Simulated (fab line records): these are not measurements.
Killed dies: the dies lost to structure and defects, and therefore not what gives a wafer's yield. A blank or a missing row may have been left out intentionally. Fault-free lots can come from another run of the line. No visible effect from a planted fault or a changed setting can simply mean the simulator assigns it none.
fab line records    flow sky130
record lots=12  wafers=36  lastDay=50
route steps=708 shown LDD_P@262 LDD_HVP@287 LDD_LDN@297 POLY_CUT@319 PAD_OPEN@708
lots with no fault: from the same line, run without faults
startH: hours from the record's first day to the start of the lot's first wafer shown    waitH: how many hours have passed since the lot's step before this one    " identical to the entry in the row above    L1.1+2: several wafers, shown together as one row    - either no value or no given start    * or withheld: withheld    < > ~ a bound
route shown NAME@n: NAME is a module with steps in the file, n the number in the route of the first one    usual: mean/standard deviation taken from wafers without a fault    same: alike in all rows    chamber/n: place in a boat    sites: per-site readings    _std_site: the standard deviation of these    _edge_site: inner sites' mean taken away from outer sites' mean    radiusMm: how far each site lies from the wafer's centre    mask NAME#n: copy n    behind: tool/chamber where the wafer was last shaped    hold: cause of the lot's hold/its duration in hours/its outcome    device: the transistor (n, p or np) that didn't switch    end of line: tests run on the same wafers once the route is complete    step lacking rows: just its recipe    killed: dies lost to structure and defects at the first sort, not the wafer's yield    map: dies across one wafer; x = killed, . = not, _ = none there
set.NAME: setting as actually run; set.NAME@STEP: the setting as run at that earlier step    model.NAME: the simulator's own value behind a step, which no gauge read
steps of the route over a sample of lots; a table a step, a row a wafer
services: the hour from which a tool's chamber was out of use, counted from the record's first day as startH (under 0 if before that day), plus the number of hours and why
## steps
# step SKY_LDD_P_CD_MEAS_07
# recipe targetCdNm=380
# usual cdNm=379.9/2.5
lot.wafer  tool      chamber  startH  waitH  cdNm
L949.1     cdSem-02  -        450.83  0.1    375.6
L949.4     "         -        "       "      377.6
L949.6     "         -        "       "      376.4
L950.2     cdSem-01  -        451.20  0.2    378.3
L950.3     "         -        "       "      378.3
L950.6     "         -        "       "      379.0
L951.3     cdSem-01  -        463.72  0.1    376.6
L951.5     "         -        "       "      377.5
L951.6     "         -        "       "      378.1
L953.1     cdSem-01  -        494.09  0.1    382.5
L953.4     "         -        "       "      380.9
L953.6     "         -        "       "      385.0
L955.2     cdSem-02  -        503.00  0.1    380.3
L955.4     "         -        "       "      379.9
L955.6     "         -        "       "      380.6
L957.2     cdSem-02  -        508.86  0.1    381.7
L957.5     "         -        "       "      379.2
L957.6     "         -        "       "      376.4
L962.2     cdSem-01  -        544.30  0.1    378.2
L962.3     "         -        "       "      378.6
L962.4     "         -        "       "      378.3
L965.2     cdSem-01  -        569.66  0.1    381.4
L965.3     "         -        "       "      380.8
L965.5     "         -        "       "      380.2
L967.2     cdSem-01  -        584.76  0.1    382.5
L967.3     "         -        "       "      383.6
L967.4     "         -        "       "      383.6
L968.1     cdSem-01  -        590.94  0.1    380.0
L968.3     "         -        "       "      379.0
L968.5     "         -        "       "      381.2
L970.1     cdSem-02  -        613.48  0.1    378.3
L970.3     "         -        "       "      373.9
L970.6     "         -        "       "      375.1
L972.1     cdSem-02  -        623.33  0.1    384.3
L972.3     "         -        "       "      382.9
L972.4     "         -        "       "      382.6
# step SKY_LDD_HVP_STRIP_09
# recipe chemistry=O2/N2  powerW=1400  pressureMtorr=1500  platenTempC=withheld  o2FlowSccm=3000  n2FlowSccm=300  overashFraction=0.5
# usual drypumpMotorCurrentA=5.61/0.24  oesProductAu=0.409/0.0042  stripTimeToEndpointS=4.138/0.013
# same overashFraction=0.5
lot.wafer  tool            chamber  startH  waitH  drypumpMotorCurrentA  oesProductAu  rfHoursCounterH  stripTimeToEndpointS
L949.1     plasmaAsher-01  0        512.95  0.1    5.55                  0.405         33               4.111
L949.4     "               1        "       "      5.68                  0.412         -                4.130
L949.6     "               1        "       "      5.71                  0.406         -                4.130
L950.2     plasmaAsher-03  0        513.25  0.1    5.11                  0.411         74               4.167
L950.3     "               1        "       "      5.86                  0.420         -                4.134
L950.6     "               1        "       "      5.85                  0.410         -                4.142
L951.3     plasmaAsher-01  0        525.31  0.1    5.56                  0.411         -                4.134
L951.5     "               1        "       "      5.76                  0.403         -                4.133
L951.6     "               0        "       "      5.57                  0.415         -                4.136
L953.1     plasmaAsher-04  1        555.55  0.1    5.93                  0.415         88               4.126
L953.4     "               1        "       "      5.92                  0.399         -                4.133
L953.6     "               0        "       "      5.42                  0.416         -                4.113
L955.2     plasmaAsher-04  0        563.25  0.1    5.42                  0.411         89               4.141
L955.4     "               1        "       "      5.91                  0.411         -                4.128
L955.6     "               0        "       "      5.44                  0.408         -                4.130
L957.2     plasmaAsher-01  1        570.12  0.1    5.69                  0.407         39               4.115
L957.5     "               0        "       "      5.55                  0.402         -                4.127
L957.6     "               1        "       "      5.71                  0.411         -                4.121
L962.2     plasmaAsher-01  0        603.45  0.1    5.52                  0.414         43               4.153
L962.3     "               1        "       "      5.69                  0.416         -                4.137
L962.4     "               0        "       "      5.56                  0.410         -                4.134
L965.2     plasmaAsher-04  0        629.57  0.1    5.44                  0.414         96               4.141
L965.3     "               0        "       "      5.44                  0.413         -                4.149
L965.5     "               0        "       "      5.42                  0.400         -                4.142
L967.2     plasmaAsher-03  1        644.97  0.1    5.88                  0.411         88               4.120
L967.3     "               1        "       "      5.88                  0.405         -                4.138
L967.4     "               0        "       "      5.13                  0.409         -                4.127
L968.1     plasmaAsher-01  1        650.85  0.1    5.63                  0.403         47               4.136
L968.3     "               1        "       "      5.69                  0.412         -                4.135
L968.5     "               1        "       "      5.70                  0.409         -                4.133
L970.1     plasmaAsher-04  1        672.15  0.1    5.92                  0.415         101              4.142
L970.3     "               0        "       "      5.42                  0.412         -                4.160
L970.6     "               1        "       "      5.91                  0.407         -                4.140
L972.1     plasmaAsher-01  0        681.77  0.1    5.58                  0.409         50               4.147
L972.3     "               0        "       "      5.56                  0.405         -                4.147
L972.4     "               1        "       "      5.67                  0.399         -                4.161
# step SKY_LDD_LDN_IMPLANT_08
# recipe species=As  energyKev=15  doseCm2=1.25e+13  tiltDeg=withheld  rotationDeg=23
# usual doseIonsCm2=1.2498e+13/1.4e+10  faradayCurrentUA=70.5/1.5
lot.wafer  tool          chamber  startH  waitH  doseIonsCm2  faradayCurrentUA
L949.1     implanter-01  0        543.15  0.0    1.248e+13    68.2
L949.4     "             0        "       "      1.2473e+13   70.5
L949.6     "             0        "       "      1.2488e+13   69.4
L950.2     implanter-04  0        543.38  0.0    1.2485e+13   69.6
L950.3     "             0        "       "      1.2485e+13   72.4
L950.6     "             0        "       "      1.2492e+13   68.5
L951.3     implanter-04  0        555.37  0.1    1.2529e+13   70.9
L951.5     "             0        "       "      1.2515e+13   71.9
L951.6     "             0        "       "      1.2539e+13   69.9
L953.1     implanter-01  0        585.30  0.0    1.2503e+13   70.1
L953.4     "             0        "       "      1.2508e+13   71.9
L953.6     "             0        "       "      1.2526e+13   69.5
L955.2     implanter-04  0        593.33  0.0    1.2472e+13   72.3
L955.4     "             0        "       "      1.2487e+13   72.2
L955.6     "             0        "       "      1.2487e+13   71.0
L957.2     implanter-04  0        599.84  0.0    1.236e+12    7.0
L957.5     "             0        "       "      1.255e+12    7.0
L957.6     "             0        "       "      1.233e+12    7.0
L962.2     implanter-04  0        633.19  0.0    1.26e+12     7.1
L962.3     "             0        "       "      1.249e+12    7.3
L962.4     "             0        "       "      1.264e+12    6.9
L965.2     implanter-03  0        659.22  0.0    1.2494e+13   70.5
L965.3     "             0        "       "      1.2509e+13   69.0
L965.5     "             0        "       "      1.2524e+13   70.5
L967.2     implanter-01  0        673.72  0.0    1.2505e+13   70.8
L967.3     "             0        "       "      1.2503e+13   71.7
L967.4     "             0        "       "      1.2492e+13   70.3
L968.1     implanter-01  0        678.40  0.0    1.2479e+13   71.7
L968.3     "             0        "       "      1.2486e+13   70.3
L968.5     "             0        "       "      1.2493e+13   71.4
L970.1     implanter-04  0        699.52  0.0    1.2492e+13   73.4
L970.3     "             0        "       "      1.2482e+13   70.6
L970.6     "             0        "       "      1.2483e+13   70.0
L972.1     implanter-04  0        709.65  0.0    1.2473e+13   70.5
L972.3     "             0        "       "      1.2492e+13   72.0
L972.4     "             0        "       "      1.2494e+13   69.6
# step SKY_LDD_LDN_TW_MEAS_13
# usual LDD_LDN_TW=1473/12
lot.wafer  tool          chamber  startH  waitH  LDD_LDN_TW
L949.1     filmMetro-02  -        543.85  0.1    1462
L949.4     "             -        "       "      1466
L949.6     "             -        "       "      1474
L950.2     filmMetro-01  -        544.06  0.1    1487
L950.3     "             -        "       "      1485
L950.6     "             -        "       "      1482
L951.3     filmMetro-02  -        556.04  0.1    1462
L951.5     "             -        "       "      1462
L951.6     "             -        "       "      1461
L953.1     filmMetro-02  -        586.00  0.1    1472
L953.4     "             -        "       "      1459
L953.6     "             -        "       "      1468
L955.2     filmMetro-02  -        594.01  0.1    1472
L955.4     "             -        "       "      1469
L955.6     "             -        "       "      1468
L957.2     filmMetro-01  -        600.53  0.1    1372
L957.5     "             -        "       "      1374
L957.6     "             -        "       "      1370
L962.2     filmMetro-03  -        633.88  0.1    1356
L962.3     "             -        "       "      1353
L962.4     "             -        "       "      1351
L965.2     filmMetro-03  -        659.91  0.1    1448
L965.3     "             -        "       "      1442
L965.5     "             -        "       "      1444
L967.2     filmMetro-01  -        674.41  0.1    1486
L967.3     "             -        "       "      1485
L967.4     "             -        "       "      1485
L968.1     filmMetro-03  -        679.10  0.1    1464
L968.3     "             -        "       "      1465
L968.5     "             -        "       "      1464
L970.1     filmMetro-01  -        700.22  0.1    1482
L970.3     "             -        "       "      1476
L970.6     "             -        "       "      1482
L972.1     filmMetro-03  -        710.35  0.1    1458
L972.3     "             -        "       "      1459
L972.4     "             -        "       "      1457
# step SKY_POLY_CUT_STRIP_12
# recipe chemistry=O2/N2  powerW=1400  pressureMtorr=1500  platenTempC=withheld  o2FlowSccm=3000  n2FlowSccm=300  overashFraction=0.5
# usual drypumpMotorCurrentA=5.68/0.24  oesProductAu=0.453/0.0045  stripTimeToEndpointS=5.369/0.016
# same overashFraction=0.5
lot.wafer  tool            chamber  startH  waitH  drypumpMotorCurrentA  oesProductAu  rfHoursCounterH  stripTimeToEndpointS
L949.1     plasmaAsher-04  0        574.82  0.0    5.43                  0.460         90               5.373
L949.4     "               1        "       "      5.93                  0.456         -                5.358
L949.6     "               0        "       "      5.41                  0.460         -                5.339
L950.2     plasmaAsher-04  1        576.67  0.0    5.93                  0.461         90               5.362
L950.3     "               1        "       "      5.92                  0.453         -                5.345
L950.6     "               0        "       "      5.44                  0.456         -                5.356
L951.3     plasmaAsher-02  1        587.73  0.1    6.01                  0.455         -                5.367
L951.5     "               0        "       "      5.41                  0.459         -                5.387
L951.6     "               1        "       "      6.00                  0.455         -                5.367
L953.1     plasmaAsher-01  0        617.47  0.0    5.54                  0.445         44               5.362
L953.4     "               1        "       "      5.71                  0.457         -                5.397
L953.6     "               0        "       "      5.54                  0.452         -                5.397
L955.2     plasmaAsher-02  0        625.32  0.0    5.42                  0.457         18               5.390
L955.4     "               1        "       "      6.04                  0.455         -                5.382
L955.6     "               1        "       "      6.02                  0.456         -                5.382
L957.2     plasmaAsher-01  0        631.52  0.0    5.59                  0.452         45               5.391
L957.5     "               1        "       "      5.73                  0.458         -                5.367
L957.6     "               0        "       "      5.59                  0.454         -                5.377
L962.2     plasmaAsher-02  1        664.65  0.0    6.03                  0.460         22               5.376
L962.3     "               0        "       "      5.42                  0.456         -                5.393
L962.4     "               1        "       "      6.03                  0.453         -                5.386
L965.2     plasmaAsher-01  0        689.77  0.0    5.55                  0.450         50               5.399
L965.3     "               0        "       "      5.57                  0.453         -                5.372
L965.5     "               1        "       "      5.72                  0.455         -                5.373
L967.2     plasmaAsher-04  0        704.00  0.0    5.41                  0.461         104              5.357
L967.3     "               1        "       "      5.91                  0.457         -                5.368
L967.4     "               0        "       "      5.41                  0.454         -                5.376
L968.1     plasmaAsher-04  1        709.42  0.0    5.92                  0.454         104              5.358
L968.3     "               0        "       "      5.45                  0.452         -                5.372
L968.5     "               0        "       "      5.45                  0.455         -                5.353
L970.1     plasmaAsher-04  1        731.90  0.0    5.92                  0.449         106              5.369
L970.3     "               0        "       "      5.44                  0.448         -                5.350
L970.6     "               1        "       "      5.91                  0.445         -                5.376
L972.1     plasmaAsher-01  0        739.62  0.0    5.56                  0.454         55               5.377
L972.3     "               0        "       "      5.55                  0.447         -                5.373
L972.4     "               1        "       "      5.76                  0.457         -                5.370
# step SKY_PAD_OPEN_PROBE_99
# usual killed_at_M0_to_M3=43/6.1  killed_at_M4_up=3.5/2  killedAtContacts=25/5.1  killedAtFrontEnd=14/4.2  killedAtOther=0.3/0.55  killedDies=86/8.3  killedOnRim=17/3.7  killedOpen=46/7.2  killedShort=39/6
# same grossDies=492  killedAtBackSide=0
lot.wafer  tool       chamber  startH   waitH  killed_at_M0_to_M3  killed_at_M4_up  killedAtContacts  killedAtFrontEnd  killedAtOther  killedDies  killedOnRim  killedOpen  killedShort
L955.2     prober-02  -        1122.08  0.1    43                  3                26                9                 0              81          16           46          34
L955.4     prober-02  -        1122.18  0.2    45                  2                30                9                 0              86          17           50          36
L955.6     prober-02  -        1122.28  0.2    30                  9                31                12                1              83          18           40          43
L962.2     prober-01  -        1147.40  0.1    39                  2                32                12                1              86          22           48          38
L965.2     prober-02  -        1162.84  0.1    36                  2                28                11                0              77          20           41          36
L965.3     prober-02  -        1162.89  0.2    45                  2                39                15                1              102         20           68          34
L965.5     prober-02  -        1162.99  0.2    40                  1                31                16                0              88          16           55          33
L967.2     prober-01  -        1171.59  0.1    46                  4                20                20                0              90          18           42          48
L967.3     prober-01  -        1171.64  0.2    37                  2                32                20                0              91          19           49          42
L967.4     prober-01  -        1171.69  0.2    49                  2                24                16                0              91          16           47          44
L968.1     prober-02  -        1178.17  0.1    51                  4                17                23                0              95          16           49          46
L968.3     prober-02  -        1178.27  0.2    48                  4                28                20                0              100         23           56          44
L968.5     prober-02  -        1178.37  0.2    51                  2                25                19                0              97          26           43          53
# killed by level:class
L955.2 CONTACT:geometricParticle:open=9 VIA1:geometricParticle:open=8 METAL2:geometricParticle:short=6 VIA2:geometricParticle:open=6 LI_CONTACT:geometricParticle:open=5 VIA3:geometricParticle:open=5 VIA2:geometricParticle:short=4 LI_CONTACT:geometricParticle:short=4
L955.4 LI_CONTACT:geometricParticle:open=12 VIA1:geometricParticle:open=11 CONTACT:geometricParticle:open=10 VIA3:geometricParticle:open=8 METAL1:geometricParticle:short=7 LI_CONTACT:geometricParticle:short=5 VIA1:geometricParticle:short=5 VIA2:geometricParticle:open=4
L955.6 CONTACT:geometricParticle:open=12 METAL1:geometricParticle:short=9 METAL4:geometricParticle:short=9 LI_CONTACT:geometricParticle:open=8 FIELD_ISO:geometricParticle:short=5 CONTACT:geometricParticle:short=5 VIA1:geometricParticle:open=5 FIELD_ISO:geometricParticle:open=4
L962.2 VIA1:geometricParticle:open=13 VIA1:geometricParticle:short=9 LI_CONTACT:geometricParticle:open=9 CONTACT:geometricParticle:open=9 CONTACT:geometricParticle:short=6 LOCAL_INTERCONNECT:geometricParticle:short=5 VIA3:geometricParticle:open=4 POLY_GATE:geometricParticle:open=4
L965.2 VIA1:geometricParticle:open=8 LI_CONTACT:geometricParticle:open=7 VIA3:geometricParticle:open=7 CONTACT:geometricParticle:open=6 LI_CONTACT:geometricParticle:short=5 LOCAL_INTERCONNECT:geometricParticle:short=5 POLY_GATE:geometricParticle:open=4 CONTACT:geometricParticle:short=4
L965.3 CONTACT:geometricParticle:open=17 VIA1:geometricParticle:open=14 VIA3:geometricParticle:open=11 LI_CONTACT:geometricParticle:open=6 CONTACT:geometricParticle:short=6 LOCAL_INTERCONNECT:geometricParticle:short=5 POLY_GATE:geometricParticle:open=4 VIA1:geometricParticle:short=4
L965.5 VIA3:geometricParticle:open=13 CONTACT:geometricParticle:open=11 LI_CONTACT:geometricParticle:open=10 METAL2:geometricParticle:short=6 VIA2:geometricParticle:open=6 POLY_GATE:geometricParticle:open=5 LOCAL_INTERCONNECT:geometricParticle:short=4 CONTACT:geometricParticle:short=4
L967.2 VIA1:geometricParticle:open=15 FIELD_ISO:geometricParticle:open=9 METAL2:geometricParticle:short=9 CONTACT:geometricParticle:open=7 FIELD_ISO:geometricParticle:short=6 METAL1:geometricParticle:short=5 VIA1:geometricParticle:short=5 VIA2:geometricParticle:open=5
L967.3 CONTACT:geometricParticle:open=10 LI_CONTACT:geometricParticle:open=8 VIA1:geometricParticle:open=7 FIELD_ISO:geometricParticle:short=6 CONTACT:geometricParticle:short=6 LOCAL_INTERCONNECT:geometricParticle:short=5 VIA3:geometricParticle:open=5 FIELD_ISO:geometricParticle:open=4
L967.4 VIA2:geometricParticle:open=10 FIELD_ISO:geometricParticle:open=7 CONTACT:geometricParticle:open=7 METAL2:geometricParticle:short=7 VIA2:geometricParticle:short=7 VIA3:geometricParticle:open=6 LI_CONTACT:geometricParticle:open=5 CONTACT:geometricParticle:short=5
L968.1 VIA1:geometricParticle:open=10 METAL1:geometricParticle:short=9 FIELD_ISO:geometricParticle:short=8 VIA3:geometricParticle:open=7 CONTACT:geometricParticle:open=6 FIELD_ISO:geometricParticle:open=6 VIA3:geometricParticle:short=6 POLY_GATE:geometricParticle:short=5
L968.3 CONTACT:geometricParticle:open=17 VIA3:geometricParticle:open=12 VIA1:geometricParticle:open=8 METAL1:geometricParticle:short=7 VIA3:geometricParticle:short=7 POLY_GATE:geometricParticle:open=5 FIELD_ISO:geometricParticle:open=4 POLY_GATE:geometricParticle:short=4
L968.5 CONTACT:geometricParticle:open=10 METAL1:geometricParticle:short=10 VIA3:geometricParticle:open=8 VIA1:geometricParticle:open=6 VIA2:geometricParticle:open=6 POLY_GATE:geometricParticle:short=5 CONTACT:geometricParticle:short=5 VIA1:geometricParticle:short=5
## services
tool            chamber  startH  hours  kind
implanter-01    -        490.63  4.2    repair
plasmaAsher-01  -        500.99  8.5    repair
implanter-03    -        502.11  3.4    repair
implanter-03    -        535.33  1.1    repair
plasmaAsher-02  -        541.07  0.7    repair
implanter-03    -        553.65  0.6    repair
plasmaAsher-02  -        559.16  28.1   pm
implanter-04    -        583.46  4.0    pm
plasmaAsher-01  -        597.76  4.1    repair
plasmaAsher-02  -        611.32  0.3    repair
plasmaAsher-03  -        612.80  1.3    repair
implanter-03    -        626.92  2.0    pm
plasmaAsher-01  -        659.93  5.7    repair
plasmaAsher-01  -        662.99  1.3    repair
implanter-03    -        678.24  2.0    repair
implanter-01    -        703.31  4.2    pm
plasmaAsher-01  -        703.80  2.8    pm
implanter-03    -        730.69  18.5   pm
plasmaAsher-04  -        733.75  9.0    pm
plasmaAsher-04  0        733.75  9.0    ventCycle
plasmaAsher-04  1        733.75  9.0    ventCycle
implanter-04    -        737.10  19.9   repair
## key
firstSign step=SKY_LDD_LDN_IMPLANT_08  reading=doseIonsCm2  direction=down  sigmas=99+  usual=*  struck=*
effect step=SKY_LDD_LDN_IMPLANT_08  reading=faradayCurrentUA  direction=down  sigmas=42  usual=70.5  struck=7.1
effect step=SKY_LDD_LDN_TW_MEAS_13  reading=LDD_LDN_TW  direction=down  sigmas=9.5  usual=1473  struck=1363
metAt SKY_LDD_LDN_IMPLANT_08
struckLots L957,L962
testerLeftOut L957,L962
notActingAt SKY_LDD_P_CD_MEAS_07,SKY_LDD_HVP_STRIP_09,SKY_POLY_CUT_STRIP_12
onsetBetween 593.33 599.84
fault kind=processParameterDrift  tool=implanter-04  chamber=-  onsetH=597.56  steps=SKY_LDD_LDN_IMPLANT_08  channel=doseCm2  offset=*  shape=step  endH=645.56  actsIn=*  stated=*
# testerLeftOut: of these lots the tester's yield and bins aren't shown, on N5 and GAA mostly nor the transistor test; their killed dies are dies lost to structure and defects alone, not to doping, threshold or leakage, so they don't give the yield
